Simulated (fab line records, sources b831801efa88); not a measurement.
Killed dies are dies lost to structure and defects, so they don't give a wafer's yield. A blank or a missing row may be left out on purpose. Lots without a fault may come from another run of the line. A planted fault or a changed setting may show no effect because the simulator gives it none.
fab line records | flow sfq_line
record lots=6 wafers=18 last_day=86
route steps=325 shown I4@173 JJ@178
lots that met no fault: from a run of the same line without faults
start_h: hours from the record's first day to the start of the lot's first wafer shown | wait_h: hours since the lot's step before | " the same as in the row above | L1.1+2: a row that stands for several wafers | - no value, or no start given | * or withheld: withheld | < > ~ a bound
route shown NAME@n: a module of which the file shows steps, and the number in the route of the first | usual: mean/standard deviation of fault-free wafers | same: alike in all rows | chamber/n: place in a boat | sites: the reading at each site | _std_site: their standard deviation | _edge_site: outer sites' mean less inner sites' | radius_mm: how far each site lies from the wafer's centre | mask NAME#n: copy n | behind: the tool/chamber that last shaped the wafer | hold: why the lot was held/for how many hours/how that ended | device: the transistor (n, p or np) that didn't switch | end of line: the same wafers' tests at the end of the route | a step without rows: its recipe alone | killed: dies lost to structure and defects at the first sort, not the wafer's yield | map: a wafer's dies, x killed, . not, _ none there
set.NAME: the setting as run; set.NAME@STEP: as run at that earlier step | model.NAME: the simulator's own value behind a step, which no gauge read
lots at some steps of the route; a table a step, a row a wafer
services: from which hour (start_h, from the record's first day; less than 0 if before it) a tool's chamber was out of use, for how many hours, and why
## steps
# step SFQ_I4_OVL_MEAS_928
# usual I4_OVL=-2/5.3
# columns lot.wafer tool chamber start_h wait_h I4_OVL[nm]
L834.4 overlay-01 - 1111.90 0.1 -2
L834.5 " - " " -6
L834.6 " - " " 0
L836.3 overlay-02 - 1119.09 0.1 -5
L836.5 " - " " -11
L836.6 " - " " -4
L844.1 overlay-02 - 1181.18 0.1 -1
L844.4 " - " " -4
L844.5 " - " " -1
L853.1 overlay-01 - 1203.27 0.1 3
L853.2 " - " " 8
L853.5 " - " " -3
L854.3 overlay-02 - 1216.65 0.1 -5
L854.4 " - " " -8
L854.6 " - " " -5
L857.1 overlay-02 - 1378.73 0.1 0
L857.4 " - " " -8
L857.5 " - " " 9
# step SFQ_TRILAYER_I4_VIA_BARC_OPEN_VIA_ETCH_146
# recipe mask_material=PR chemistry=O2 target_depth_nm=125 target=BARC source_w=500 bias_w=80 pressure_mtorr=30 time_s=41.7
# usual drypump_motor_current_A=5.6/0.4 oes_product_au=0.686/0.004
# columns lot.wafer tool chamber start_h wait_h drypump_motor_current_A oes_product_au rf_hours_counter_h
L834.4 rie_diel-03 3 1111.92 0.0 5.1 0.683 4
L834.5 " 2 " " 6.1 0.688 -
L834.6 " 3 " " 5.1 0.678 -
L836.3 rie_diel-03 2 1119.12 0.0 6.1 0.684 14
L836.5 " 0 " " 5.8 0.687 -
L836.6 " 1 " " 4.8 0.694 -
L844.1 rie_diel-02 3 1181.22 0.0 5.8 0.682 14
L844.4 " 0 " " 5.5 0.692 15
L844.5 " 0 " " 5.4 0.684 -
L853.1 rie_diel-03 3 1203.31 0.0 5.1 0.681 6
L853.2 " 2 " " 6.1 0.684 16
L853.5 " 0 " " 5.9 0.691 -
L854.3 rie_diel-02 3 1216.67 0.0 5.8 0.687 15
L854.4 " 0 " " 5.5 0.691 16
L854.6 " 3 " " 5.7 0.677 -
L857.1 rie_diel-04 1 1378.76 0.0 6.0 0.683 19
L857.4 " 3 " " 5.4 0.684 16
L857.5 " 1 " " 6.0 0.683 -
# step SFQ_TRILAYER_I4_VIA_ETCH_VIA_ETCH_106
# recipe target=SiO2 stop_on=Nb mask_material=PR taper_deg=20 chemistry=CHF3 target_depth_nm=260 source_w=500 bias_w=80 pressure_mtorr=30 time_s=withheld
# usual drypump_motor_current_A=5.6/0.4 oes_product_au=0.855/0.0051
# columns lot.wafer tool chamber start_h wait_h drypump_motor_current_A oes_product_au
L834.4 rie_diel-03 3 1111.96 0.0 5.1 0.848
L834.5 " 2 " " 6.1 0.850
L834.6 " 3 " " 5.1 0.859
L836.3 rie_diel-03 2 1119.16 0.0 6.1 0.872
L836.5 " 0 " " 5.8 0.865
L836.6 " 1 " " 4.8 0.858
L844.1 rie_diel-02 3 1181.26 0.0 5.7 0.865
L844.4 " 0 " " 5.5 0.846
L844.5 " 0 " " 5.5 0.855
L853.1 rie_diel-03 3 1203.34 0.0 5.1 0.856
L853.2 " 2 " " 6.1 0.858
L853.5 " 0 " " 5.8 0.852
L854.3 rie_diel-02 3 1216.71 0.0 5.8 0.861
L854.4 " 0 " " 5.5 0.860
L854.6 " 3 " " 5.8 0.862
L857.1 rie_diel-04 1 1378.80 0.0 6.0 0.856
L857.4 " 3 " " 5.4 0.854
L857.5 " 1 " " 6.0 0.862
# step SFQ_TRILAYER_I4_VIA_STRIP_STRIP_107
# recipe gas=O2 power_w=200 platen_temp_c=40 overash_fraction=0.65 chemistry=O2 pressure_mtorr=50
# step SFQ_TRILAYER_I4_VIA_STRIP_SOLV_CLEAN_108
# recipe chemistry=NMP temp_c=70 time_s=600
# step SFQ_TRILAYER_JJ_TRILAYER_DEP_PRE_CLEAN_113
# recipe gas=Ar time_s=22.5 bias_v=250
# step SFQ_TRILAYER_JJ_TRILAYER_DEP_SPUTTER_109
# recipe material=Nb base_pressure_pa=1.33e-06 chamber_pressure_pa=0.1333 substrate_temp_c=20 target_thk_nm=150 power_w=2000 time_s=100
# step SFQ_TRILAYER_JJ_TRILAYER_DEP_SPUTTER_110
# recipe material=Al base_pressure_pa=1.33e-06 target_thk_nm=8 power_w=500 time_s=10 chamber_pressure_pa=0.4
# usual throttle_valve_pct=29.4/0.82
# columns lot.wafer tool chamber start_h wait_h throttle_valve_pct
L834.4 pvd_sputter-05 - 1112.95 0.0 28.7
L834.5 " - " " 29.0
L834.6 " - " " 29.9
L836.3 pvd_sputter-05 - 1120.15 0.0 28.9
L836.5 " - " " 28.5
L836.6 " - " " 28.5
L844.1 pvd_sputter-05 - 1182.25 0.0 28.9
L844.4 " - " " 29.5
L844.5 " - " " 28.6
L853.1 pvd_sputter-05 - 1204.33 0.0 28.7
L853.2 " - " " 29.7
L853.5 " - " " 28.6
L854.3 pvd_sputter-05 - 1217.70 0.0 28.6
L854.4 " - " " 29.5
L854.6 " - " " 29.8
L857.1 pvd_sputter-04 - 1379.83 0.0 29.7
L857.4 " - " " 29.9
L857.5 " - " " 31.0
# step SFQ_TRILAYER_JJ_TRILAYER_DEP_AL_OXIDATION_111
# recipe pressure_mbar=0.014667 oxidation_time_s=600 temperature_k=293
# step SFQ_TRILAYER_JJ_TRILAYER_DEP_SPUTTER_112
# recipe material=Nb base_pressure_pa=1.33e-06 chamber_pressure_pa=0.1333 substrate_temp_c=20 target_thk_nm=170 power_w=2000 time_s=113.3
# step SFQ_JJ_RS_MEAS_929
# recipe thk_meas_gauge=four-point-probe reads=Nb_of_TRILAYER_JJ_TRILAYER_DEP_SPUTTER_112
# usual JJ_NB_RS=1.047/0.013
# columns lot.wafer tool chamber start_h wait_h JJ_NB_RS[ohm/sq]
L834.4 film_metro-03 - 1114.11 0.1 1.049
L834.5 " - " " 1.033
L834.6 " - " " 1.040
L836.3 film_metro-03 - 1121.29 0.1 1.044
L836.5 " - " " 1.037
L836.6 " - " " 1.055
L844.1 film_metro-03 - 1183.35 0.0 1.038
L844.4 " - " " 1.061
L844.5 " - " " 1.049
L853.1 film_metro-04 - 1205.44 0.0 1.040
L853.2 " - " " 1.056
L853.5 " - " " 1.046
L854.3 film_metro-04 - 1218.84 0.1 1.040
L854.4 " - " " 1.048
L854.6 " - " " 1.046
L857.1 film_metro-03 - 1380.93 0.0 1.045
L857.4 " - " " 1.029
L857.5 " - " " 1.037
# step SFQ_TRILAYER_JJ_CE_LITHO_COAT_119
# recipe resist=BARC spin_rpm=3000 resist_thk_nm=62
# usual chill_plate_temp_C=23.02/0.091
# same dispense_pressure_kPa=55
# columns lot.wafer tool chamber start_h wait_h chill_plate_temp_C model.BARC_of_TRILAYER_JJ_CE_LITHO_COAT_119.thk_nm
L834.4 litho_track-02 0 1114.38 0.2 22.93 62.24
L834.5 " 0 " " 22.97 62.27
L834.6 " 0 " " 22.89 62.28
L836.3 litho_track-02 0 1121.53 0.1 23.09 62.05
L836.5 " 0 " " 23.11 62.09
L836.6 " 0 " " 23.11 62.07
L844.1 litho_track-02 0 1183.53 0.1 23.06 61.98
L844.4 " 0 " " 23.10 61.76
L844.5 " 0 " " 23.06 61.75
L853.1 litho_track-02 0 1205.62 0.1 22.97 65.34
L853.2 " 0 " " 22.98 65.26
L853.5 " 0 " " 22.99 65.15
L854.3 litho_track-02 0 1219.08 0.1 22.98 65.43
L854.4 " 0 " " 23.07 65.6
L854.6 " 0 " " 23.08 65.46
L857.1 litho_track-02 0 1381.17 0.1 23.10 61.97
L857.4 " 0 " " 23.05 62.15
L857.5 " 0 " " 23.11 62.15
# step SFQ_TRILAYER_JJ_CE_LITHO_COAT_114
# recipe resist=KrF spin_rpm=3000 resist_thk_nm=600
# step SFQ_TRILAYER_JJ_CE_LITHO_SOFTBAKE_118
# recipe temp_c=withheld time_s=withheld resist=KrF
# step SFQ_TRILAYER_JJ_CE_LITHO_EXPOSE_115
# recipe mask_id=J5 na=0.6 source_shape=conventional sigma_outer=0.65 target_cd_nm=700 dose_mj=14.4
# step SFQ_TRILAYER_JJ_CE_LITHO_PEB_117
# recipe peb_temp_c=115 peb_time_s=60 resist=KrF
# step SFQ_TRILAYER_JJ_CE_LITHO_DEVELOP_116
# recipe time_s=60 resist=KrF
# step SFQ_JJ_OVL_MEAS_931
# usual J5_OVL=0/5.7
# columns lot.wafer tool chamber start_h wait_h J5_OVL[nm]
L834.4 overlay-02 - 1116.62 0.1 -2
L834.5 " - " " 6
L834.6 " - " " -2
L836.3 overlay-02 - 1123.69 0.1 3
L836.5 " - " " 11
L836.6 " - " " 12
L844.1 overlay-01 - 1302.02 0.1 1
L844.4 " - " " 6
L844.5 " - " " 4
L853.1 overlay-01 - 1332.02 0.1 -1
L853.2 " - " " -8
L853.5 " - " " -10
L854.3 overlay-01 - 1336.84 0.1 2
L854.4 " - " " -2
L854.6 " - " " -3
L857.1 overlay-01 - 1505.18 0.1 -2
L857.4 " - " " -1
L857.5 " - " " 3
# step SFQ_TRILAYER_JJ_CE_METRO_MEASURE_117
# usual cd_nm=700.1/1.3
# columns lot.wafer tool chamber start_h wait_h cd_nm
L834.4 cd_sem-02 - 1117.24 0.6 698.4
L834.5 " - " " 699.3
L834.6 " - " " 698.7
L836.3 cd_sem-02 - 1124.11 0.4 700.6
L836.5 " - " " 699.6
L836.6 " - " " 700.4
L844.1 cd_sem-02 - 1302.06 0.0 699.2
L844.4 " - " " 700.1
L844.5 " - " " 699.2
L853.1 cd_sem-02 - 1332.06 0.0 701.1
L853.2 " - " " 700.8
L853.5 " - " " 700.2
L854.3 cd_sem-02 - 1337.26 0.4 702.1
L854.4 " - " " 702.3
L854.6 " - " " 703.1
L857.1 cd_sem-01 - 1505.21 0.0 699.7
L857.4 " - " " 699.8
L857.5 " - " " 698.8
# step SFQ_TRILAYER_JJ_CE_BARC_OPEN_RIE_150
# recipe mask_material=PR chemistry=O2 target_depth_nm=240 target=BARC icp_w=600 bias_w=80 pressure_mtorr=10 time_s=80
# usual drypump_motor_current_A=6.0/0.42 oes_product_au=0.538/0.0049
# columns lot.wafer tool chamber start_h wait_h drypump_motor_current_A oes_product_au rf_hours_counter_h model.etch.depth_nm
L834.4 rie_metal-02 0 1117.87 0.4 5.4 0.536 - 62.24
L834.5 " 0 " " 5.4 0.540 - 62.27
L834.6 " 1 " " 6.2 0.537 - 62.28
L836.3 rie_metal-03 1 1124.94 0.6 6.6 0.537 - 62.05
L836.5 " 0 " " 6.2 0.538 - 62.09
L836.6 " 1 " " 6.6 0.534 - 62.07
L844.1 rie_metal-04 0 1303.26 1.0 5.7 0.535 124 61.98
L844.4 " 0 " " 5.7 0.541 - 61.76
L844.5 " 1 " " 5.5 0.546 - 61.75
L853.1 rie_metal-04 0 1333.26 1.0 5.7 0.549 1 65.34
L853.2 " 1 " " 5.5 0.545 46 65.26
L853.5 " 1 " " 5.5 0.543 - 65.15
L854.3 rie_metal-02 0 1338.09 0.6 5.4 0.540 - 65.43
L854.4 " 1 " " 6.2 0.554 - 65.6
L854.6 " 0 " " 5.4 0.550 - 65.46
L857.1 rie_metal-04 0 1506.41 1.0 5.7 0.530 29 61.97
L857.4 " 1 " " 5.6 0.542 - 62.15
L857.5 " 0 " " 5.7 0.536 - 62.15
# step SFQ_TRILAYER_JJ_CE_ETCH_RIE_118
# recipe target=Nb stop_on=Al2O3 mask_material=PR taper_deg=13.257 over_etch_frac=0.15 time_s=97.7 chemistry=SF6 target_depth_nm=170 icp_w=600 bias_w=80 pressure_mtorr=10
# usual drypump_motor_current_A=6.0/0.42 oes_product_au=0.989/0.0091
# columns lot.wafer tool chamber start_h wait_h drypump_motor_current_A oes_product_au rf_hours_counter_h
L834.4 rie_metal-02 0 1117.96 0.1 5.4 0.986 -
L834.5 " 0 " " 5.4 1.001 -
L834.6 " 1 " " 6.2 1.001 -
L836.3 rie_metal-03 1 1125.04 0.1 6.6 0.984 -
L836.5 " 0 " " 6.2 0.996 -
L836.6 " 1 " " 6.5 0.981 -
L844.1 rie_metal-04 0 1303.35 0.1 5.7 0.967 124
L844.4 " 0 " " 5.7 0.971 -
L844.5 " 1 " " 5.6 0.985 -
L853.1 rie_metal-04 0 1333.35 0.1 5.7 0.978 1
L853.2 " 1 " " 5.5 0.988 46
L853.5 " 1 " " 5.6 0.990 -
L854.3 rie_metal-02 0 1338.19 0.1 5.4 1.004 -
L854.4 " 1 " " 6.2 0.993 -
L854.6 " 0 " " 5.4 0.993 -
L857.1 rie_metal-04 0 1506.51 0.1 5.7 0.961 29
L857.4 " 1 " " 5.6 0.991 -
L857.5 " 0 " " 5.7 0.966 -
## services
# columns tool chamber start_h hours kind
cd_sem-02 - 1089.84 1.1 pm
rie_diel-03 - 1091.43 0.8 repair
rie_metal-04 - 1098.12 1.1 repair
rie_diel-03 0 1099.35 8.3 repair
rie_diel-03 2 1103.77 7.6 repair
rie_diel-03 3 1106.54 2.4 repair
rie_metal-04 - 1112.83 39.6 repair
rie_diel-03 0 1114.30 4.3 repair
rie_diel-03 - 1135.80 0.3 repair
pvd_sputter-05 - 1167.40 5.2 repair
cd_sem-02 - 1210.28 0.8 pm
cd_sem-02 - 1250.46 1.4 pm
cd_sem-02 - 1261.38 0.9 pm
cd_sem-02 - 1273.36 0.7 pm
rie_diel-03 0 1304.18 5.0 repair
rie_diel-03 0 1315.23 6.9 repair
rie_diel-03 1 1321.77 2.4 repair
rie_diel-03 2 1327.40 3.4 repair
rie_metal-04 - 1338.10 15.6 pm
cd_sem-02 - 1381.28 3.2 pm
rie_diel-03 0 1400.16 2.2 repair
rie_metal-04 1 1412.25 45.4 repair
rie_diel-03 3 1443.35 4.9 repair
rie_diel-03 3 1477.18 17.9 repair
## key
first_sign none at tools or gauges
model_effect step=SFQ_TRILAYER_JJ_CE_LITHO_COAT_119 value=BARC_of_TRILAYER_JJ_CE_LITHO_COAT_119.thk_nm without=62.03 struck=65.37
model_effect step=SFQ_TRILAYER_JJ_CE_BARC_OPEN_RIE_150 value=etch.depth_nm without=62.03 struck=65.37
met_at SFQ_TRILAYER_JJ_CE_LITHO_COAT_119
struck_wafers L853.1,L853.2,L853.5,L854.3,L854.4,L854.6
onset_between 1183.53 1205.62
also_fits SFQ_TRILAYER_JJ_TRILAYER_DEP_SPUTTER_110:pvd_sputter-05
fault kind=process_parameter_drift tool=litho_track-02 chamber=- onset_h=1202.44 steps=SFQ_TRILAYER_JJ_CE_LITHO_COAT_119 channel=resist_thk_nm offset=3.3435 shape=step end_h=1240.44 acts_in=these_recipes_only stated=62
